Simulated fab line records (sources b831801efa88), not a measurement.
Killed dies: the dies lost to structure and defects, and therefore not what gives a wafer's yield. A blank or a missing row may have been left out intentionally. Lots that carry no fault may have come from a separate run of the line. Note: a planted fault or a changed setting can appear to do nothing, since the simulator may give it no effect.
Matching of chambers	flow gf180mcu	rie-diel-03 running GF_PASSIVATION_ETCH_11: 4 sister chambers
The step etches the open film in CF4/O2, stops on TiN, target depth 2040 nm, time 453.3 s. 8 wafers are shown with their chamber, then 8 later ones without.

## WAFERS WITH THEIR CHAMBER
wafer	chamber	drypump-motor-current-A (A)	chamber-pressure-mTorr (mTorr)
L074.4	2	5.5	150.23
L075.4	3	6.4	149.95
L079.6	0	5.8	150.02
L080.5	0	5.8	150.08
L086.1	1	6.1	150.12
L086.3	3	6.4	150.02
L086.6	2	5.4	150.14
L091.1	1	6.0	150.01

## WAFERS WITHOUT THEIR CHAMBER
wafer	drypump-motor-current-A (A)	chamber-pressure-mTorr (mTorr)
L091.4	5.5	149.94
L091.6	5.8	149.85
L094.1	5.5	150.00
L094.4	6.0	149.96
L094.5	6.4	149.88
L097.2	5.8	149.83
L097.5	5.5	150.20
L097.6	6.4	150.00

## THE CHAMBER EACH PASSED THROUGH
wafer	from the rows above	in truth
L091.4	2	2
L091.6	0	0
L094.1	2	2
L094.4	1	1
L094.5	3	3
L097.2	0	0
L097.5	2	2
L097.6	3	3
Correct placement for 8 of the 8. Not placeable from these rows: 0. Placed wrongly: 0.
How it was worked out, from the rows above alone: a wafer's distance from a chamber is the root of the sum, over the readings, of the square of ((its reading less the chamber's mean) divided by the reading's scatter). The wafer belongs to the nearest chamber; if the next one is less than 2 further off, it can't be placed. A chamber's mean is the mean of its shown wafers. The scatter: the root of (the sum of the squares of (reading less its chamber's mean) over the shown wafers, divided by (wafers less chambers)).
